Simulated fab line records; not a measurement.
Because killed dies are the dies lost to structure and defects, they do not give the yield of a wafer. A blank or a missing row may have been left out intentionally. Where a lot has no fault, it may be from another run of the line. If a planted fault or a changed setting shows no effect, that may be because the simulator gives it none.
What tool caused it? | flow gf180mcu | 13 lots, 39 wafers sampled, at 3 steps of a route of 602

WHAT EACH GAUGE READ, for each wafer
GF_VT_IMPLANT_RS_MEAS_47: the measuring method here is four-point-probe.
lot  | measured     | on            | NWELL_RS (ohm/sq)
L369 | day 7 13:59  | film metro-03 | 487.8 485.3 485.8
L370 | day 7 21:48  | film metro-03 | 488.1 488.0 489.9
L371 | day 8 05:19  | film metro-03 | 488.7 486.6 488.8
L372 | day 8 08:31  | film metro-03 | 487.5 486.4 488.3
L373 | day 8 16:48  | film metro-03 | 488.0 486.6 486.9
L380 | day 10 16:53 | film metro-04 | 478.9 479.4 479.1
L381 | day 10 21:02 | film metro-03 | 478.1 477.9 478.3
L383 | day 11 12:23 | film metro-03 | 489.6 486.8 486.7
L384 | day 11 18:18 | film metro-04 | 488.9 487.7 488.4
L387 | day 12 13:30 | film metro-04 | 489.1 490.0 488.5
L388 | day 12 21:43 | film metro-04 | 489.6 487.9 488.6
L390 | day 13 09:44 | film metro-01 | 487.7 487.6 488.4
L391 | day 13 17:44 | film metro-03 | 488.8 488.4 488.8

GF_POLY_GATE_OVL_MEAS_11.
lot  | measured     | on         | POLY_GATE_OVL (nm)
L369 | day 9 10:54  | overlay-01 | 0 3 -2
L370 | day 9 18:11  | overlay-02 | -6 -8 -7
L371 | day 9 22:41  | overlay-02 | -3 -8 -10
L372 | day 10 08:41 | overlay-01 | -7 -7 -9
L373 | day 10 11:39 | overlay-02 | -10 -6 -4
L380 | day 12 12:23 | overlay-01 | 6 8 3
L381 | day 12 17:50 | overlay-01 | -11 0 0
L383 | day 13 08:43 | overlay-02 | -2 0 -2
L384 | day 13 14:20 | overlay-01 | 2 8 2
L387 | day 14 11:58 | overlay-02 | -2 3 -4
L388 | day 14 23:14 | overlay-02 | 3 2 6
L390 | day 15 10:10 | overlay-02 | -12 -12 -12
L391 | day 15 17:34 | overlay-02 | -3 -2 -2

TOOL THAT RAN EACH LOT (tool first, then ch and the chambers of the sampled wafers, then the start)
lot  | GF_NWELL_IMPLANT_08
L369 | implanter-01 ch 0, day 3 07:25
L370 | implanter-02 ch 0, day 3 13:17
L371 | implanter-01 ch 0, day 3 18:42
L372 | implanter-03 ch 0, day 3 23:47
L373 | implanter-02 ch 0, day 4 06:13
L380 | implanter-02 ch 0, day 5 20:06
L381 | implanter-02 ch 0, day 6 02:06
L383 | implanter-03 ch 0, day 6 12:42
L384 | implanter-03 ch 0, day 6 18:16
L387 | implanter-03 ch 0, day 7 09:10
L388 | implanter-03 ch 0, day 7 16:14
L390 | implanter-01 ch 0, day 8 02:10
L391 | implanter-01 ch 0, day 8 06:45
- GF_NWELL_IMPLANT_08

AS READ BY THE TOOLS THEMSELVES (means over the sampled wafers that have a number; for cases with no such wafer, the mark the record gives instead)
GF_NWELL_IMPLANT_08.
lot  | tool         | beam energy keV
L369 | implanter-01 | 449.86
L370 | implanter-02 | 449.89
L371 | implanter-01 | 449.90
L372 | implanter-03 | 450.02
L373 | implanter-02 | 449.94
L380 | implanter-02 | 509.27
L381 | implanter-02 | 509.42
L383 | implanter-03 | 449.98
L384 | implanter-03 | 449.94
L387 | implanter-03 | 449.94
L388 | implanter-03 | 449.91
L390 | implanter-01 | 450.05
L391 | implanter-01 | 449.91

THE ANSWER, worked out from the rows above alone
Rule: the lots themselves supply what counts as usual. Put in order of their means at a reading, lots are off if they are a third of the lots or fewer, leave a main group of 4 or more, and stand apart from it by a gap of 3 or more times the standard deviation of the main group's means; of several such gaps the widest counts. If all means in a main group match to the digits the tables above print for the reading, that group is not used. Also off: a lot with no number at a reading for which 4 or more lots have one. All remaining lots with rows at the step are treated as sound. First the gauges in route order, then the tools' own readings, where a lot's mean is used as printed above. The first step at which some lot is off is used, and at that step the reading that is off furthest; a lot without a number counts as furthest.
Off: L380, L381, at GF_VT_IMPLANT_RS_MEAS_47 (NWELL_RS). Main group: mean 488.0 ohm/sq, sd 0.8.
A tool fits if, at a process step before that reading, it ran every lot that is off, and no sound lot after the first of them. Not tried: the gauges at GF_VT_IMPLANT_RS_MEAS_47; whatever is off there is also off at GF_NWELL_IMPLANT_08, on other tools, and gauge error can't account for it. One candidate fits, namely implanter-02 at GF_NWELL_IMPLANT_08. A fault onset in the window from L373 (day 4 06:13, its last sound lot) to L380 (day 5 20:06, its first lot off) fits.
The tool's own readings at GF_NWELL_IMPLANT_08 bear it out: on the lots that are off they differ by more than 5 times the standard deviation of the sound lots' means. beam energy keV reads 509.35 there against 449.94 on the sound lots.

WHAT THE SIMULATOR HAD PUT IN
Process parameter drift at GF_NWELL_IMPLANT_08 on implanter-02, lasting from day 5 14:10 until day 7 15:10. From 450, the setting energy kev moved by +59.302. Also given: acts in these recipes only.
Shown lots that were struck: L380, L381. The rule above reached the same finding.
